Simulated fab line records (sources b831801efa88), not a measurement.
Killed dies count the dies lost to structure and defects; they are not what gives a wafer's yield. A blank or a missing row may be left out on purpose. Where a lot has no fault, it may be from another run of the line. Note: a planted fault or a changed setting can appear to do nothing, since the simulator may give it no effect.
2 desks, one fault + flow sfq_line + every desk sees just its own numbers, and what lay behind them comes last

## FROM THE METROLOGY DESK
Lot by lot, what the gauges showed, no matter which tool ran the lot: averages of those sampled wafers that carry a number. Any lot whose mean is over 4 standard deviations away from the usual mean is out of limits and marked OUT; that distance is given in the brackets.
Columns: A = M5_OVL at SFQ_M5_OVL_MEAS_932, usual 1 nm; B = R5_MONX_RS at SFQ_R5_RS_MEAS_933, usual 7.07 ohm/sq; C = R5_MONX_THK at SFQ_R5_THK_MEAS_934, usual 40.2 nm; D = R5_OVL at SFQ_R5_OVL_MEAS_935, usual -1 nm; E = I5_OVL at SFQ_I5_OVL_MEAS_936, usual 4 nm; F = M8_BOW at SFQ_M8_BOW_MEAS_951, usual 10 um
| lot  | first seen here | A   | B    | C    | D   | E  | F  |
|------|-----------------|-----|------|------|-----|----|----|
| L407 | day 51 04:44    | -0  | 7.14 | 40.1 | -5  | -2 | 9  |
| L416 | day 59 06:22    | 3   | 7.07 | 39.8 | -0  | 1  | 10 |
| L417 | day 59 14:53    | -10 | 7.07 | 40.3 | -0  | 14 | 0  |
| L421 | day 60 01:42    | -1  | 7.03 | 40.3 | -10 | 14 | 19 |
| L426 | day 61 03:01    | 5   | 7.03 | 40.1 | 2   | 3  | -5 |
Finding of this desk: none of the 5 lots has anything out of limits.

## THE TOOL OWNER'S DESK: pvd_sputter-06
The tool's own readings at SFQ_TRILAYER_R5_DEP_SPUTTER_133 (material MoNx, target thk 40 nm, time 66.7 s): means of the sampled wafers that have a number, for each lot that ran on this tool. Any lot whose mean is over 4 standard deviations away from the usual mean is out of limits and marked OUT; that distance is given in the brackets.
Columns: A = cathode_dc_power_W at SFQ_TRILAYER_R5_DEP_SPUTTER_133, usual 1000.0 W; B = throttle_valve_pct at SFQ_TRILAYER_R5_DEP_SPUTTER_133, usual 30.0 %
| lot  | first seen here | A                | B    |
|------|-----------------|------------------|------|
| L416 | day 59 11:55    | 1000.0           | 30.7 |
| L421 | day 60 07:04    | 1013.1 (+77) OUT | 29.6 |
This desk's finding: out of limits on L421; first on L421, day 60 07:04 (cathode_dc_power_W at SFQ_TRILAYER_R5_DEP_SPUTTER_133). L416 stayed within limits.

## TAKEN TOGETHER
The tool owner's desk had the chance to raise an alarm at day 60 07:04 on L421.
The metrology desk saw nothing out of limits.
The metrology desk has L421 on record, within its limits.
SFQ_TRILAYER_R5_DEP_SPUTTER_133 was run on pvd_sputter-06 by each of the lots named.

## WHAT HAD BEEN PUT IN BY THE SIMULATOR
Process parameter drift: pvd_sputter-06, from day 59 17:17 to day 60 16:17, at SFQ_TRILAYER_R5_DEP_SPUTTER_133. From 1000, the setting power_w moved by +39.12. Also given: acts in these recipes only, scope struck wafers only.
Lots struck among those shown: L421.
Time in hours from fault onset to the first out-of-limits reading at each desk: the tool owner's desk, 14.
